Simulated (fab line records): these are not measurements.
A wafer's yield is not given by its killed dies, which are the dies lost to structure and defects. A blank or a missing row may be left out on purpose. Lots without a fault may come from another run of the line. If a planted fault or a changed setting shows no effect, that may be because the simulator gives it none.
The tool behind it: which one? -- flow sky130 -- 39 wafers from 13 lots sampled at 2 of the route's 708 steps

== WHAT EACH GAUGE READ, for each wafer ==
The record holds no reading of a measuring or inspecting step that can be judged against a usual standard deviation.

== WHAT TOOL EACH LOT RAN ON (gives the tool, then ch and the chambers of the sampled wafers, and finally the start) ==
lot,SKY_LDD_LDN_STRIP_12,SKY_PAD_OPEN_PROBE_99
L731,"plasma-asher-02 ch 0,1, day 22 12:44",-
L732,"plasma-asher-02 ch 0,1, day 23 02:17",-
L738,"plasma-asher-01 ch 0,1, day 25 15:57","prober-01, day 47 15:27"
L743,"plasma-asher-02 ch 0,1, day 26 21:18",-
L745,"plasma-asher-01 ch 0,1, day 28 08:38",-
L746,"plasma-asher-03 ch 0,1, day 28 10:36","prober-01, day 49 10:45"
L747,"plasma-asher-03 ch 0,1, day 28 14:33",-
L749,"plasma-asher-03 ch 1, day 28 21:27",-
L750,"plasma-asher-02 ch 0,1, day 29 11:29",-
L751,"plasma-asher-01 ch 0,1, day 29 15:49",-
L752,"plasma-asher-02 ch 0,1, day 29 17:52",-
L753,"plasma-asher-01 ch 0, day 30 04:37",-
L754,"plasma-asher-01 ch 0,1, day 30 14:39",-
- SKY_LDD_LDN_STRIP_12: strips in O2/N2.
- SKY_PAD_OPEN_PROBE_99

== AS READ BY THE TOOLS THEMSELVES (means over the sampled wafers that have a number; for cases with no such wafer, the mark the record gives instead) ==
SKY_LDD_LDN_STRIP_12.
lot,tool,drypump-motor-current-A (A),oes-product-au (a.u.),strip-time-to-endpoint-s (s)
L731,plasma-asher-02,5.4,0.717,14.13
L732,plasma-asher-02,5.3,0.714,14.18
L738,plasma-asher-01,6.2,0.956,-
L743,plasma-asher-02,5.3,0.712,14.21
L745,plasma-asher-01,6.0,0.717,14.14
L746,plasma-asher-03,6.0,0.716,14.21
L747,plasma-asher-03,6.0,0.713,14.18
L749,plasma-asher-03,6.0,0.716,14.12
L750,plasma-asher-02,5.4,0.719,14.19
L751,plasma-asher-01,6.2,0.713,14.18
L752,plasma-asher-02,5.3,0.716,14.16
L753,plasma-asher-01,5.7,0.718,14.22
L754,plasma-asher-01,6.2,0.713,14.22

SKY_PAD_OPEN_PROBE_99.
lot,tool,killed_at_M0_to_M3,killed_at_M4_up,killed-at-contacts,killed-at-front-end,killed-at-other,killed-dies,killed-on-rim,killed-open,killed-short
L738,prober-01,40,3.3,25,400,0.3,469,84,46,36
L746,prober-01,46,3.3,26,17,0.0,92,17,52,39

== THE ANSWER, worked out from the rows above alone ==
Rule: the usual values come from the lots themselves. Put in order of their means at a reading, lots are off if they are a third of the lots or fewer, leave a main group of 4 or more, and stand apart from it by a gap of 3 or more times the standard deviation of the main group's means; of several such gaps the widest counts. A main group is skipped when, at the precision printed for the reading in the tables above, its means are all equal. A lot without any number at a reading at which 4 lots or more have one is off too. The other lots that the step has rows for count as sound. First the gauges in route order, then the tools' own readings, where a lot's mean is used as printed above. At the first step where some lot is off, the reading lying furthest off is the one used; lots without a number count as furthest.
Off at SKY_LDD_LDN_STRIP_12 (strip-time-to-endpoint-s): L738. Without a number there: L738. The main group: mean 14.18 s, standard deviation 0.033.
If a tool, at that step or one of the process steps before it, ran each lot that is off and ran no sound lot following the first of them, it fits. No candidate that was tried fits.

== WHAT THE SIMULATOR HAD INSERTED ==
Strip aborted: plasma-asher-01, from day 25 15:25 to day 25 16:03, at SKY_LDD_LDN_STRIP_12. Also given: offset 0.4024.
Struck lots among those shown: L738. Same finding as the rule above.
